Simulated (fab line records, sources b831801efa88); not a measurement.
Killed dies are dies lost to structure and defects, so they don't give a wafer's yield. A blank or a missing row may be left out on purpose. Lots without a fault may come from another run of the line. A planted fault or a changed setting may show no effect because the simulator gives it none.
A struck lot beside a sound one | flow sky130 | 33 steps out of a route of 708
Sound: wafers L490.1, L490.2, L490.4. Struck: wafers L485.1, L485.2, L485.4. The cause comes at the end.
At each step with rows: each side's tool, then ch and its chambers, then its first start. Under that, the readings that differ: sound wafers | struck wafers | difference of the means | sigmas: that difference in standard deviations of wafers without a fault.
alike: readings whose means differ by less than 2 such deviations, and words and numbers that are the same on both sides. not compared: withheld readings, readings that some wafer has no value for, bounds like >300 that may hide the same value, and numbers for which the record gives no deviation and whose values overlap.
The two part at a step that has a row with sigmas, a row that says differs or no value, or rows on one side only. Numbers that don't overlap but have no deviation are shown without sigmas and don't part them. A reading that every wafer of one side lacks parts them only if that side has two wafers or more.

SKY_SD_P_CD_MEAS_07: target cd 380 nm.
  sound on cd_sem-02, day 30 02:56; struck on cd_sem-02, day 28 16:44
  alike: cd_nm
SKY_SD_P_OVL_MEAS_08:
  sound on overlay-02, day 30 03:04; struck on overlay-02, day 28 16:52
  alike: SD_P_OVL
then, 1 step without rows for these wafers: SKY_SD_P_IMPLANT_09.
SKY_SD_P_STRIP_10: strips in O2/N2.
  sound on plasma_asher-03 ch 0,1, day 30 03:15; struck on plasma_asher-03 ch 0,1, day 28 17:03
  alike: drypump_motor_current_A, oes_product_au, strip_time_to_endpoint_s
  not compared: rf_hours_counter_h
SKY_SD_P_TW_MEAS_11:
  sound on film_metro-01, day 30 03:21; struck on film_metro-04, day 28 17:09
  reading | sound          | struck         | difference | sigmas
  SD_P_TW | 2778 2779 2783 | 2851 2830 2839 | +60        | +3
then, 7 steps without rows for these wafers: SKY_RES_XHIGH_DEHYDRATE_00 (time 60 s); SKY_RES_XHIGH_HMDS_01 (prime time 60 s); SKY_RES_XHIGH_COAT_02 (resist thk 1140 nm); SKY_RES_XHIGH_SOFTBAKE_03 (time 60 s); SKY_RES_XHIGH_EXPOSE_04 (exposes mask URPM, target cd 1270 nm); SKY_RES_XHIGH_PEB_05; SKY_RES_XHIGH_DEVELOP_06 (develop time 60 s).
SKY_RES_XHIGH_IMPLANT_07:
  sound on implanter-03 ch 0, day 31 06:35; struck on implanter-02 ch 0, day 29 20:22
  alike: faraday_current_uA, tilt_deg
SKY_RES_XHIGH_STRIP_08: strips in O2/N2.
  sound on plasma_asher-04 ch 0,1, day 31 06:44; struck on plasma_asher-04 ch 0,1, day 29 20:31
  reading                      | sound             | struck            | difference | sigmas
  strip_time_to_endpoint_s (s) | 14.21 14.25 14.26 | 14.14 14.14 14.16 | -0.09      | -2
  alike: drypump_motor_current_A, oes_product_au
  not compared: rf_hours_counter_h
SKY_RES_XHIGH_TW_MEAS_09:
  sound on film_metro-04, day 31 06:50; struck on film_metro-03, day 29 20:51
  reading      | sound          | struck         | difference | sigmas
  RES_XHIGH_TW | 1649 1645 1641 | 1549 1566 1563 | -86        | -7
  not compared: hold
then, 6 steps without rows for these wafers: SKY_SD_N_HMDS_01 (prime time 60 s); SKY_SD_N_COAT_02 (resist thk 1140 nm); SKY_SD_N_SOFTBAKE_03 (time 60 s); SKY_SD_N_EXPOSE_04 (exposes mask NSDM, target cd 380 nm); SKY_SD_N_PEB_05; SKY_SD_N_DEVELOP_06 (develop time 60 s).
SKY_SD_N_CD_MEAS_07: target cd 380 nm.
  sound on cd_sem-02, day 32 10:02; struck on cd_sem-01, day 30 23:22
  alike: cd_nm
SKY_SD_N_OVL_MEAS_08:
  sound on overlay-02, day 32 10:10; struck on overlay-01, day 30 23:29
  alike: SD_N_OVL
then, 2 steps without rows for these wafers: SKY_SD_N_IMPLANT_09; SKY_SD_N_IMPLANT_10.
SKY_SD_N_STRIP_11: strips in O2/N2.
  sound on plasma_asher-03 ch 0,1, day 32 10:29; struck on plasma_asher-03 ch 0,1, day 30 23:50
  alike: drypump_motor_current_A, oes_product_au, strip_time_to_endpoint_s
  not compared: rf_hours_counter_h
SKY_SD_N_TW_MEAS_12:
  sound on film_metro-01, day 32 10:35; struck on film_metro-04, day 30 23:56
  alike: SD_N_TW
then, 1 step without rows for these wafers: SKY_SD_N_CLEAN_13 (cleans in SC1/SC2, time 150 s).
SKY_SD_N_RTA_14: time 2 s.
  sound on rtp_anneal-02 ch 0, day 32 10:42; struck on rtp_anneal-01 ch 0, day 31 00:02
  alike: lamp_power_pct, wafer_temp_C_max
SKY_SD_N_RS_MEAS_16: measures by four-point-probe.
  sound on film_metro-04, day 32 10:53; struck on film_metro-01, day 31 00:13
  alike: SD_N_RS
SKY_SD_N_RS_MEAS_17: measures by four-point-probe.
  sound on film_metro-04, day 32 11:00; struck on film_metro-01, day 31 00:20
  alike: SD_P_RS
SKY_SD_N_RS_MEAS_18: measures by four-point-probe.
  sound on film_metro-04, day 32 11:07; struck on film_metro-01, day 31 00:44
  reading               | sound             | struck            | difference | sigmas
  RES_XHIGH_RS (ohm/sq) | 332.1 331.3 332.3 | 373.0 372.9 373.2 | +41.1      | +37
  not compared: hold
-- the record jumps here: 17 days lie between the struck wafers' starts before and after (it left off in module SD_N and takes up again in module PAD_OPEN, whose first step shown is number 708 of the route) --
SKY_PAD_OPEN_PROBE_99:
  sound on prober-02, day 48 22:40; struck on prober-02, day 47 22:49
  reading                                            | sound                | struck                        | difference | sigmas
  model.etest.res_xhigh_po.line_ohm_um               | 5740 5801 5847       | 1.015e+04 1.026e+04 1.031e+04 | +4.444e+03 |
  model.etest.res_xhigh_po.rs_ohm_sq_range           | 60.2 46.18 42.23     | 1792 1780 1904                | +1776      |
  model.etest.res_xhigh_po.rs_ohm_sq                 | 1958 2068 2054       | 3590 3562 3639                | +1570      |
  model.etest.res_xhigh_po.rs_ohm_sq_rim_less_centre | -18.69 -7.959 -13.27 | -647.4 -609.8 -622            | -613.1     |
  alike: killed_at_M0_to_M3, killed_at_M4_up, killed_at_contacts, killed_at_front_end, killed_at_other, killed_dies, killed_on_rim, killed_open, killed_short

WHERE THEY PART
First at SKY_SD_P_TW_MEAS_11; last, within this record, at SKY_SD_N_RS_MEAS_18. Later steps at which nothing parts them and some readings are alike: SKY_PAD_OPEN_PROBE_99.

WHY: what the simulator had put in
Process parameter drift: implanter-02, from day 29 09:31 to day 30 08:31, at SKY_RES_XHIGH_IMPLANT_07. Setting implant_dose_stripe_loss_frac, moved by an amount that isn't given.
